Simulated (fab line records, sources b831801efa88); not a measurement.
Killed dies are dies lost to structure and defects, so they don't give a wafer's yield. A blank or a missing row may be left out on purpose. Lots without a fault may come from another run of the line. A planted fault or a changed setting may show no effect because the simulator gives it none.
fab line records | flow sky130
record lots=24 wafers=72 last_day=50
route steps=708 shown METAL2@487 VIA2@522 VIA3@594 METAL4@601 PAD_OPEN@707
lots that met no fault: from a run of the same line without faults
start_h: hours from the record's first day to the start of the lot's first wafer shown | wait_h: hours since the lot's step before | " the same as in the row above | L1.1+2: a row that stands for several wafers | - no value, or no start given | * or withheld: withheld | < > ~ a bound
route shown NAME@n: a module of which the file shows steps, and the number in the route of the first | usual: mean/standard deviation of fault-free wafers | same: alike in all rows | chamber/n: place in a boat | sites: the reading at each site | _std_site: their standard deviation | _edge_site: outer sites' mean less inner sites' | radius_mm: how far each site lies from the wafer's centre | mask NAME#n: copy n | behind: the tool/chamber that last shaped the wafer | hold: why the lot was held/for how many hours/how that ended | device: the transistor (n, p or np) that didn't switch | end of line: the same wafers' tests at the end of the route | a step without rows: its recipe alone | killed: dies lost to structure and defects at the first sort, not the wafer's yield | map: a wafer's dies, x killed, . not, _ none there
set.NAME: the setting as run; set.NAME@STEP: as run at that earlier step | model.NAME: the simulator's own value behind a step, which no gauge read
steps of the route over a sample of lots; a table a step, a row a wafer
services: from which hour (start_h, from the record's first day; less than 0 if before it) a tool's chamber was out of use, for how many hours, and why
## steps
# step SKY_METAL2_SPUTTER_04
# recipe material=TiN target_thk_nm=70 power_w=6500 time_s=58.3 chamber_pressure_pa=0.4
# usual throttle_valve_pct=30.4/1.1
# columns lot.wafer tool chamber start_h wait_h throttle_valve_pct
L074.1 pvd_sputter-03 - 800.27 0.0 28.8
L074.3 " - " " 30.0
L074.6 " - " " 30.0
L075.1 pvd_sputter-03 - 812.51 0.0 29.6
L075.4 " - " " 29.3
L075.5 " - " " 29.1
L076.1 pvd_sputter-02 - 821.29 0.0 32.0
L076.4 " - " " 30.5
L076.6 " - " " 31.0
L077.4 pvd_sputter-03 - 829.78 0.0 29.5
L077.5 " - " " 30.2
L077.6 " - " " 29.3
L078.1 pvd_sputter-01 - 833.69 0.0 30.1
L078.3 " - " " 30.1
L078.6 " - " " 30.0
L079.1 pvd_sputter-03 - 848.14 0.0 29.0
L079.3 " - " " 29.9
L079.5 " - " " 28.8
L080.1 pvd_sputter-02 - 850.34 0.0 30.4
L080.2 " - " " 28.7
L080.6 " - " " 30.4
L081.3 pvd_sputter-03 - 853.20 0.0 29.5
L081.4 " - " " 29.2
L081.5 " - " " 31.2
L082.1 pvd_sputter-02 - 860.80 0.0 32.2
L082.3 " - " " 29.1
L082.6 " - " " 28.7
L083.2 pvd_sputter-02 - 871.17 0.0 32.1
L083.3 " - " " 28.6
L083.4 " - " " 31.2
L084.1 pvd_sputter-03 - 873.52 0.0 29.9
L084.5 " - " " 29.0
L084.6 " - " " 29.4
L085.1 pvd_sputter-01 - 882.47 0.0 30.2
L085.2 " - " " 30.1
L085.3 " - " " 32.4
L087.1 pvd_sputter-03 - 896.11 0.0 29.9
L087.3 " - " " 29.0
L087.4 " - " " 31.1
L086.2 pvd_sputter-02 - 897.95 0.0 31.2
L086.3 " - " " 32.0
L086.4 " - " " 30.6
L088.4 pvd_sputter-03 - 898.25 0.0 29.8
L088.5 " - " " 29.1
L088.6 " - " " 30.0
L089.1 pvd_sputter-03 - 914.03 0.0 30.0
L089.2 " - " " 31.3
L089.4 " - " " 29.3
L090.1 pvd_sputter-02 - 920.80 0.0 28.7
L090.4 " - " " 31.0
L090.6 " - " " 30.6
L091.2 pvd_sputter-02 - 923.71 0.0 30.8
L091.5 " - " " 30.5
L091.6 " - " " 31.2
L092.2 pvd_sputter-03 - 929.27 0.0 29.1
L092.3 " - " " 31.2
L092.4 " - " " 30.0
L093.3 pvd_sputter-02 - 944.06 0.0 31.0
L093.4 " - " " 28.7
L093.5 " - " " 31.1
L094.1 pvd_sputter-02 - 945.86 0.0 31.0
L094.4 " - " " 28.6
L094.5 " - " " 28.7
L095.2 pvd_sputter-01 - 948.16 0.0 30.0
L095.3 " - " " 30.2
L095.6 " - " " 31.7
L096.2 pvd_sputter-01 - 957.38 0.0 31.5
L096.4 " - " " 30.1
L096.6 " - " " 31.4
L097.4 pvd_sputter-02 - 966.07 0.0 32.0
L097.5 " - " " 31.5
L097.6 " - " " 32.1
# step SKY_VIA2_ETCH_15
# recipe target=SiO2 chemistry=C4F8/O2/Ar target_depth_nm=546 stop_on=TiN mask_material=KrF-thick source_w=1500 bias_w=1200 pressure_mtorr=40 c4f8_flow_sccm=withheld O2_flow_sccm=6 Ar_flow_sccm=300 time_s=84
# usual oes_product_au=0.941/0.0046
# columns lot.wafer tool chamber start_h wait_h oes_product_au rf_hours_counter_h
L074.1 rie_diel-03 3 854.77 0.0 0.941 0
L074.3 " 0 " " 0.938 2
L074.6 " 1 " " 0.931 -
L075.1 rie_diel-03 2 866.65 0.0 0.944 12
L075.4 " 1 " " 0.944 15
L075.5 " 1 " " 0.943 -
L076.1 rie_diel-01 1 875.17 0.0 0.948 5
L076.4 " 2 " " 0.939 24
L076.6 " 2 " " 0.940 -
L077.4 rie_diel-03 1 882.93 0.0 0.944 16
L077.5 " 1 " " 0.939 -
L077.6 " 0 " " 0.947 -
L078.1 rie_diel-04 0 887.17 0.0 0.938 26
L078.3 " 3 " " 0.937 18
L078.6 " 1 " " 0.937 -
L079.1 rie_diel-03 1 900.83 0.0 0.935 16
L079.3 " 0 " " 0.942 4
L079.5 " 2 " " 0.934 -
L080.1 rie_diel-03 1 903.32 0.0 0.942 16
L080.2 " 2 " " 0.946 13
L080.6 " 1 " " 0.943 -
L081.3 rie_diel-03 1 906.12 0.0 0.949 17
L081.4 " 0 " " 0.944 4
L081.5 " 0 " " 0.941 -
L082.1 rie_diel-04 3 913.42 0.0 0.943 19
L082.3 " 0 " " 0.937 27
L082.6 " 0 " " 0.933 -
L083.2 rie_diel-01 2 923.85 0.0 0.944 26
L083.3 " 0 " " 0.944 8
L083.4 " 1 " " 0.950 7
L084.1 rie_diel-04 2 925.30 0.0 0.943 8
L084.5 " 2 " " 0.951 -
L084.6 " 1 " " 0.941 -
L085.1 rie_diel-01 0 934.33 0.0 0.939 8
L085.2 " 1 " " 0.939 7
L085.3 " 2 " " 0.940 26
L087.1 rie_diel-03 1 947.35 0.0 0.942 18
L087.3 " 2 " " 0.939 14
L087.4 " 2 " " 0.942 -
L086.2 rie_diel-01 2 949.40 0.0 0.945 27
L086.3 " 1 " " 0.935 8
L086.4 " 3 " " 0.931 14
L088.4 rie_diel-01 1 950.07 0.0 0.944 8
L088.5 " 2 " " 0.943 -
L088.6 " 1 " " 0.938 -
L089.1 rie_diel-01 3 964.92 0.0 0.939 15
L089.2 " 0 " " 0.929 9
L089.4 " 1 " " 0.947 8
L090.1 rie_diel-01 0 971.34 0.0 0.948 9
L090.4 " 1 " " 0.941 8
L090.6 " 2 " " 0.937 -
L091.2 rie_diel-03 1 974.39 0.0 0.943 19
L091.5 " 1 " " 0.943 -
L091.6 " 2 " " 0.944 -
L092.2 rie_diel-04 1 979.24 0.0 0.937 7
L092.3 " 3 " " 0.946 21
L092.4 " 3 " " 0.935 -
L093.3 rie_diel-01 3 992.60 0.0 0.938 15
L093.4 " 1 " " 0.929 9
L093.5 " 1 " " 0.946 -
L094.1 rie_diel-04 0 995.92 0.0 0.940 0
L094.4 " 2 " " 0.933 11
L094.5 " 2 " " 0.934 -
L095.2 rie_diel-03 1 998.80 0.0 0.940 20
L095.3 " 0 " " 0.938 6
L095.6 " 0 " " 0.943 -
L096.2 rie_diel-03 0 1006.75 0.0 0.941 6
L096.4 " 2 " " 0.942 16
L096.6 " 1 " " 0.933 -
L097.4 rie_diel-04 1 1015.37 0.0 0.939 8
L097.5 " 3 " " 0.940 -
L097.6 " 0 " " 0.940 -
# step SKY_VIA3_CVD_21
# recipe material=W target_thk_nm=390 time_s=117.31 temp_c=400 pressure_torr=40
# usual chamber_pressure_Torr=40.00/0.089 heater_power_w=789/18
# columns lot.wafer tool chamber start_h wait_h chamber_pressure_Torr heater_power_w
L074.1 cvd_w-02 1 935.80 0.0 39.90 792
L074.3 " 1 " " 39.97 819
L074.6 " 1 " " 40.00 795
L075.1 cvd_w-02 0 946.82 0.0 40.10 755
L075.4 " 0 " " 40.10 761
L075.5 " 0 " " 40.20 790
L076.1 cvd_w-02 0 953.75 0.0 40.17 754
L076.4 " 0 " " 40.03 759
L076.6 " 0 " " 40.09 785
L077.4 cvd_w-01 0 963.50 0.2 39.94 779
L077.5 " 0 " " 39.93 772
L077.6 " 0 " " 39.92 799
L078.1 cvd_w-01 0 966.56 0.0 39.97 786
L078.3 " 0 " " 40.03 789
L078.6 " 0 " " 40.00 755
L079.1 cvd_w-01 1 978.45 0.0 39.90 796
L079.3 " 0 " " 39.96 785
L079.5 " 1 " " 40.00 795
L080.1 cvd_w-02 0 980.30 0.0 39.97 779
L080.2 " 1 " " 39.89 796
L080.6 " 1 " " 39.93 810
L081.3 cvd_w-01 1 983.21 0.1 39.93 783
L081.4 " 0 " " 40.07 770
L081.5 " 1 " " 40.01 796
L082.1 cvd_w-02 1 991.83 0.0 40.01 784
L082.3 " 0 " " 40.04 765
L082.6 " 1 " " 39.98 822
L083.2 cvd_w-01 0 1002.35 0.4 40.06 771
L083.3 " 0 " " 39.99 772
L083.4 " 1 " " 39.97 817
L084.1 cvd_w-01 1 1002.62 0.3 40.10 797
L084.5 " 1 " " 40.04 801
L084.6 " 0 " " 39.92 776
L085.1 cvd_w-01 0 1010.65 0.0 39.91 768
L085.2 " 1 " " 40.10 793
L085.3 " 0 " " 39.98 779
L087.1 cvd_w-01 1 1024.29 0.0 39.96 787
L087.3 " 0 " " 40.02 794
L087.4 " 1 " " 39.93 805
L086.2 cvd_w-02 0 1026.03 0.0 40.08 771
L086.3 " 0 " " 39.88 772
L086.4 " 1 " " 39.95 805
L088.4 cvd_w-01 0 1026.72 0.1 40.01 771
L088.5 " 1 " " 39.78 815
L088.6 " 0 " " 40.02 800
L089.1 cvd_w-02 1 1038.50 0.0 39.82 799
L089.2 " 0 " " 40.03 773
L089.4 " 1 " " 39.98 822
L090.1 cvd_w-01 1 1045.95 0.0 39.96 798
L090.4 " 1 " " 39.92 803
L090.6 " 1 " " 39.93 800
L091.2 cvd_w-01 0 1049.82 0.0 40.20 775
L091.5 " 0 " " 40.08 775
L091.6 " 1 " " 40.02 810
L092.2 cvd_w-01 0 1053.10 0.0 40.01 800
L092.3 " 1 " " 40.09 801
L092.4 " 0 " " 40.11 798
L093.3 cvd_w-02 0 1065.46 0.1 39.91 765
L093.4 " 1 " " 39.97 808
L093.5 " 1 " " 39.99 815
L094.1 cvd_w-01 0 1069.72 0.0 40.04 787
L094.4 " 1 " " 39.93 790
L094.5 " 1 " " 39.86 780
L095.2 cvd_w-02 0 1071.85 0.0 40.08 793
L095.3 " 1 " " 39.93 819
L095.6 " 1 " " 40.02 807
L096.2 cvd_w-01 0 1078.82 0.0 40.02 770
L096.4 " 1 " " 40.07 807
L096.6 " 1 " " 39.90 801
L097.4 cvd_w-01 1 1085.75 0.1 39.94 795
L097.5 " 0 " " 40.06 784
L097.6 " 1 " " 39.89 801
# step SKY_METAL4_SPUTTER_03
# recipe material=Ti target_thk_nm=5 power_w=3000 time_s=3.3 chamber_pressure_pa=0.4
# usual throttle_valve_pct=30.2/0.77
# columns lot.wafer tool chamber start_h wait_h throttle_valve_pct
L074.1 pvd_sputter-02 - 936.61 0.0 31.2
L074.3 " - " " 29.1
L074.6 " - " " 31.0
L075.1 pvd_sputter-04 - 947.51 0.0 29.9
L075.4 " - " " 30.3
L075.5 " - " " 30.0
L076.1 pvd_sputter-02 - 954.44 0.0 30.9
L076.4 " - " " 32.2
L076.6 " - " " 32.0
L077.4 pvd_sputter-04 - 964.18 0.0 29.9
L077.5 " - " " 30.0
L077.6 " - " " 30.4
L078.1 pvd_sputter-04 - 967.37 0.0 30.0
L078.3 " - " " 30.1
L078.6 " - " " 30.1
L079.1 pvd_sputter-03 - 979.16 0.0 30.8
L079.3 " - " " 30.0
L079.5 " - " " 29.6
L080.1 pvd_sputter-03 - 980.99 0.0 29.9
L080.2 " - " " 29.7
L080.6 " - " " 31.2
L081.3 pvd_sputter-04 - 983.86 0.0 29.8
L081.4 " - " " 30.0
L081.5 " - " " 29.5
L082.1 pvd_sputter-03 - 992.52 0.0 30.1
L082.3 " - " " 29.3
L082.6 " - " " 29.8
L083.2 pvd_sputter-04 - 1003.11 0.0 30.3
L083.3 " - " " 29.3
L083.4 " - " " 29.8
L084.1 pvd_sputter-04 - 1003.41 0.0 29.4
L084.5 " - " " 30.3
L084.6 " - " " 30.2
L085.1 pvd_sputter-02 - 1011.34 0.0 30.4
L085.2 " - " " 28.9
L085.3 " - " " 32.2
L087.1 pvd_sputter-03 - 1024.98 0.0 29.9
L087.3 " - " " 31.2
L087.4 " - " " 29.7
L086.2 pvd_sputter-04 - 1026.72 0.0 30.3
L086.3 " - " " 30.6
L086.4 " - " " 30.1
L088.4 pvd_sputter-02 - 1027.36 0.0 31.3
L088.5 " - " " 32.4
L088.6 " - " " 31.0
L089.1 pvd_sputter-02 - 1039.19 0.0 28.9
L089.2 " - " " 32.0
L089.4 " - " " 31.1
L090.1 pvd_sputter-03 - 1046.64 0.0 31.2
L090.4 " - " " 29.4
L090.6 " - " " 31.4
L091.2 pvd_sputter-04 - 1050.51 0.0 30.2
L091.5 " - " " 29.5
L091.6 " - " " 29.9
L092.2 pvd_sputter-04 - 1053.79 0.0 30.3
L092.3 " - " " 30.1
L092.4 " - " " 29.6
L093.3 pvd_sputter-03 - 1066.16 0.0 30.1
L093.4 " - " " 31.2
L093.5 " - " " 29.4
L094.1 pvd_sputter-03 - 1070.41 0.0 29.6
L094.4 " - " " 29.8
L094.5 " - " " 30.9
L095.2 pvd_sputter-04 - 1072.54 0.0 30.1
L095.3 " - " " 29.5
L095.6 " - " " 30.5
L096.2 pvd_sputter-04 - 1079.56 0.0 29.9
L096.4 " - " " 30.0
L096.6 " - " " 30.2
L097.4 pvd_sputter-04 - 1086.40 0.0 30.2
L097.5 " - " " 29.9
L097.6 " - " " 30.4
# step SKY_METAL4_SPUTTER_04
# recipe material=TiN target_thk_nm=70 power_w=6500 time_s=58.3 chamber_pressure_pa=0.4
# usual throttle_valve_pct=30.2/0.76
# columns lot.wafer tool chamber start_h wait_h throttle_valve_pct
L074.1 pvd_sputter-02 - 936.63 0.0 31.0
L074.3 " - " " 29.1
L074.6 " - " " 31.3
L075.1 pvd_sputter-04 - 947.52 0.0 30.2
L075.4 " - " " 29.9
L075.5 " - " " 30.2
L076.1 pvd_sputter-02 - 954.46 0.0 30.9
L076.4 " - " " 32.1
L076.6 " - " " 31.8
L077.4 pvd_sputter-04 - 964.20 0.0 30.1
L077.5 " - " " 29.9
L077.6 " - " " 30.2
L078.1 pvd_sputter-04 - 967.39 0.0 30.1
L078.3 " - " " 30.1
L078.6 " - " " 30.4
L079.1 pvd_sputter-03 - 979.18 0.0 31.3
L079.3 " - " " 30.2
L079.5 " - " " 29.6
L080.1 pvd_sputter-03 - 981.01 0.0 29.8
L080.2 " - " " 29.6
L080.6 " - " " 31.3
L081.3 pvd_sputter-04 - 983.88 0.0 30.2
L081.4 " - " " 30.5
L081.5 " - " " 29.6
L082.1 pvd_sputter-03 - 992.54 0.0 29.9
L082.3 " - " " 29.2
L082.6 " - " " 29.3
L083.2 pvd_sputter-04 - 1003.13 0.0 30.4
L083.3 " - " " 29.4
L083.4 " - " " 30.2
L084.1 pvd_sputter-04 - 1003.43 0.0 29.4
L084.5 " - " " 30.2
L084.6 " - " " 30.4
L085.1 pvd_sputter-02 - 1011.36 0.0 30.7
L085.2 " - " " 28.9
L085.3 " - " " 31.9
L087.1 pvd_sputter-03 - 1025.00 0.0 29.9
L087.3 " - " " 31.0
L087.4 " - " " 29.5
L086.2 pvd_sputter-04 - 1026.74 0.0 29.7
L086.3 " - " " 30.4
L086.4 " - " " 29.9
L088.4 pvd_sputter-02 - 1027.38 0.0 30.8
L088.5 " - " " 32.1
L088.6 " - " " 31.1
L089.1 pvd_sputter-02 - 1039.21 0.0 29.0
L089.2 " - " " 32.0
L089.4 " - " " 31.0
L090.1 pvd_sputter-03 - 1046.66 0.0 31.0
L090.4 " - " " 29.3
L090.6 " - " " 31.2
L091.2 pvd_sputter-04 - 1050.52 0.0 29.9
L091.5 " - " " 29.2
L091.6 " - " " 30.1
L092.2 pvd_sputter-04 - 1053.80 0.0 30.4
L092.3 " - " " 30.0
L092.4 " - " " 29.3
L093.3 pvd_sputter-03 - 1066.18 0.0 29.7
L093.4 " - " " 31.3
L093.5 " - " " 29.5
L094.1 pvd_sputter-03 - 1070.43 0.0 29.4
L094.4 " - " " 30.1
L094.5 " - " " 31.1
L095.2 pvd_sputter-04 - 1072.56 0.0 30.2
L095.3 " - " " 29.2
L095.6 " - " " 30.2
L096.2 pvd_sputter-04 - 1079.58 0.0 30.0
L096.4 " - " " 30.1
L096.6 " - " " 30.0
L097.4 pvd_sputter-04 - 1086.42 0.0 29.9
L097.5 " - " " 29.9
L097.6 " - " " 30.3
# step SKY_PAD_OPEN_BOW_MEAS_13
# recipe mode=bow
# usual PAD_OPEN_BOW=47/8
# columns lot.wafer tool chamber start_h wait_h PAD_OPEN_BOW[um]
L074.1 film_metro-03 - 1082.36 - 43
L074.3 " - " " 40
L074.6 " - " " 43
L075.1 film_metro-03 - 1092.15 - 38
L075.4 " - " " 48
L075.5 " - " " 48
L076.1 film_metro-02 - 1097.43 - 41
L076.4 " - " " 34
L076.6 " - " " 38
L077.4 film_metro-02 - 1105.12 - 47
L077.5 " - " " 55
L077.6 " - " " 42
L078.1 film_metro-03 - 1106.90 - 50
L078.3 " - " " 56
L078.6 " - " " 47
L079.1 film_metro-02 - 1118.66 - 43
L079.3 " - " " 55
L079.5 " - " " 40
L080.1 film_metro-04 - 1119.61 - 59
L080.2 " - " " 57
L080.6 " - " " 59
L081.3 film_metro-04 - 1123.28 - 53
L081.4 " - " " 46
L081.5 " - " " 51
L082.1 film_metro-04 - 1127.43 - 39
L082.3 " - " " 49
L082.6 " - " " 37
L083.2 film_metro-02 - 1138.69 - 49
L083.3 " - " " 41
L083.4 " - " " 36
L084.1 film_metro-02 - 1140.57 - 47
L084.5 " - " " 56
L084.6 " - " " 55
L085.1 film_metro-02 - 1143.72 - 68
L085.2 " - " " 59
L085.3 " - " " 63
L087.1 film_metro-03 - 1155.34 - 42
L087.3 " - " " 48
L087.4 " - " " 44
L086.2 film_metro-03 - 1158.59 - 49
L086.3 " - " " 58
L086.4 " - " " 48
L088.4 film_metro-04 - 1159.70 - 39
L088.5 " - " " 47
L088.6 " - " " 47
L089.1 film_metro-04 - 1166.93 - 59
L089.2 " - " " 50
L089.4 " - " " 45
L090.1 film_metro-04 - 1173.41 - 45
L090.4 " - " " 54
L090.6 " - " " 52
L091.2 film_metro-03 - 1175.19 - 54
L091.5 " - " " 48
L091.6 " - " " 40
L092.2 film_metro-04 - 1178.33 - 42
L092.3 " - " " 46
L092.4 " - " " 47
L093.3 film_metro-02 - 1186.25 - 43
L093.4 " - " " 48
L093.5 " - " " 35
L094.1 film_metro-04 - 1190.18 - 41
L094.4 " - " " 56
L094.5 " - " " 43
L095.2 film_metro-02 - 1192.74 - 43
L095.3 " - " " 60
L095.6 " - " " 48
L096.2 film_metro-02 - 1198.14 - 47
L096.4 " - " " 42
L096.6 " - " " 48
L097.4 film_metro-03 - 1202.63 - 33
L097.5 " - " " 39
L097.6 " - " " 37
## services
# columns tool chamber start_h hours kind
rie_diel-04 2 779.68 2.4 repair
rie_diel-04 - 806.81 2.9 repair
rie_diel-01 - 808.10 1.2 repair
cvd_w-01 - 823.83 2.0 repair
rie_diel-01 3 827.96 14.4 repair
pvd_sputter-02 - 858.43 1.9 repair
cvd_w-01 - 859.36 13.1 repair
rie_diel-04 - 866.55 2.8 pm
cvd_w-01 - 866.60 1.5 repair
rie_diel-01 3 885.95 15.0 repair
rie_diel-04 1 903.15 19.0 repair
cvd_w-01 - 904.00 14.0 pm
cvd_w-02 0 931.08 14.3 repair
rie_diel-03 0 940.75 26.5 repair
cvd_w-02 - 952.38 0.3 repair
pvd_sputter-04 - 954.05 1.5 repair
cvd_w-01 1 959.79 9.3 repair
pvd_sputter-03 - 963.17 1.2 repair
cvd_w-02 - 984.42 6.9 pm
cvd_w-01 - 996.10 6.0 pm
cvd_w-02 - 1000.79 24.6 repair
rie_diel-03 2 1017.88 34.3 repair
pvd_sputter-03 - 1040.02 1.5 repair
cvd_w-01 - 1054.04 6.9 pm
## key
fault none
